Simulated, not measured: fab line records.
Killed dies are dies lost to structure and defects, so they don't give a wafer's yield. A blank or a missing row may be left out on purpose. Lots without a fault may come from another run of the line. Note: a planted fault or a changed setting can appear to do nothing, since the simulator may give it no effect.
Comparing a struck lot with a sound one	flow sky130	15 steps out of a route of 708
Sound: these wafers, L431.2, L431.4, L431.5. Struck: wafer L439.5; the same lot's L439.2 was not struck, so it is left out; see the end for the cause.
Each step with rows lists, per side, the tool, then ch with its chambers, then its first start. Under that, the readings that differ: sound wafers	struck wafers	difference of the means	sigmas: that difference in standard deviations of wafers without a fault.
alike: same words and numbers on both sides, and readings whose means sit less than 2 such deviations apart. not compared: any withheld reading, any reading some wafer has no value for, any bound like >300 that may hide the same value, and any number with overlapping values for which the record gives no deviation.
Wherever a step has rows on one side only, a row that says differs or no value, or a row with sigmas, the two part there. Numbers that don't overlap but have no deviation are shown without sigmas and don't part them. A reading that every wafer of one side lacks parts them only if that side has two wafers or more.

first, 1 step without rows for these wafers: SKY_VIA2_ETCH_14 (etches BARC in N2/H2, stops on SiO2, time 45.9 s, target depth 60 nm).
SKY_VIA2_ETCH_15: etches SiO2 in C4F8/O2/Ar, stops on TiN, target depth 546 nm, time 84 s.
  sound on rie diel-03 ch 0,2, day 37 19:21; struck on rie diel-03 ch 2, day 40 15:11
  alike: oes product au
  not compared: rf hours counter h
then, 5 steps without rows for these wafers: SKY_VIA2_STRIP_16 (strips in O2/N2); SKY_VIA2_STRIP_17 (strips in post etch residue remover, time 1200 s); SKY_VIA2_CLEAN_18 (cleans in IPA, time 180 s); SKY_VIA2_CLEAN_19 (cleans in O3/DIW); SKY_VIA2_SPUTTER_20 (material TiN, target thk 20 nm, time 80 s).
SKY_VIA2_CVD_21: deposits W, target thk 420 nm, time 126.4 s.
  sound on cvd w-01 ch 0,1, day 37 20:04; struck on cvd w-01 ch 1, day 40 15:55
  alike: heater power w
SKY_VIA2_RS_MEAS_22: a four-point-probe measurement.
  sound on film metro-04, day 37 20:13; struck on film metro-01, day 40 16:04
  alike: VIA2_W_RS
SKY_VIA2_THK_MEAS_23: measures by xrf.
  sound on film metro-04, day 37 20:20; struck on film metro-01, day 40 16:10
reading	sound	struck	difference	sigmas
VIA2_W_THK (nm)	439 437 438	419	-19	-3
SKY_VIA2_CMP_24: polishes, stops on SiO2, t overpolish 20 s, target thk 0 nm.
  sound on cmp-02 ch 2,3, day 37 20:26; struck on cmp-01 ch 3, day 40 16:19
  alike: motor current A, overpolish run s, slurry flow ml min, time to endpoint s
SKY_METAL3_SPUTTER_00: material Ti, target thk 15 nm, time 10 s.
  sound on pvd sputter-04, day 37 20:41; struck on pvd sputter-04, day 40 16:31
  alike: throttle valve pct
SKY_METAL3_SPUTTER_01: material TiN, target thk 20 nm, time 16.7 s.
  sound on pvd sputter-04, day 37 20:42; struck on pvd sputter-04, day 40 16:32
reading	sound	struck	difference	sigmas
model.TiN_of_METAL3_SPUTTER_01.thk nm (nm)	20.22 19.69 20.12	14.8	-5.2	
  alike: throttle valve pct
SKY_METAL3_SPUTTER_02: material AlCu, target thk 735 nm, time 39.1 s.
  sound on pvd sputter-04, day 37 20:43; struck on pvd sputter-04, day 40 16:34
  alike: throttle valve pct
-- the record jumps here: 9 days lie between the struck wafers' starts before and after (it left off in module METAL3 and takes up again in module PAD_OPEN, whose first step shown is number 708 of the route) --
SKY_PAD_OPEN_PROBE_99:
  sound on prober-02, day 47 08:12; struck on prober-02, day 49 12:33
reading	sound	struck	difference	sigmas
killed at contacts	25 30 26	12	-15	-3
killed open	50 59 49	34	-19	-3
  alike: defect limited yield, killed_at_M0_to_M3, killed_at_M4_up, killed at front end, killed at other, killed dies, killed on rim, killed short, sort_bin_3_pad_short, sort_bin_5_function, sort_bin_6_memory, sort n pass, sort yield pct

## WHERE THEY PART
Last at SKY_PAD_OPEN_PROBE_99 as far as this record goes, first at SKY_VIA2_THK_MEAS_23.

WHY: what the simulator had put in
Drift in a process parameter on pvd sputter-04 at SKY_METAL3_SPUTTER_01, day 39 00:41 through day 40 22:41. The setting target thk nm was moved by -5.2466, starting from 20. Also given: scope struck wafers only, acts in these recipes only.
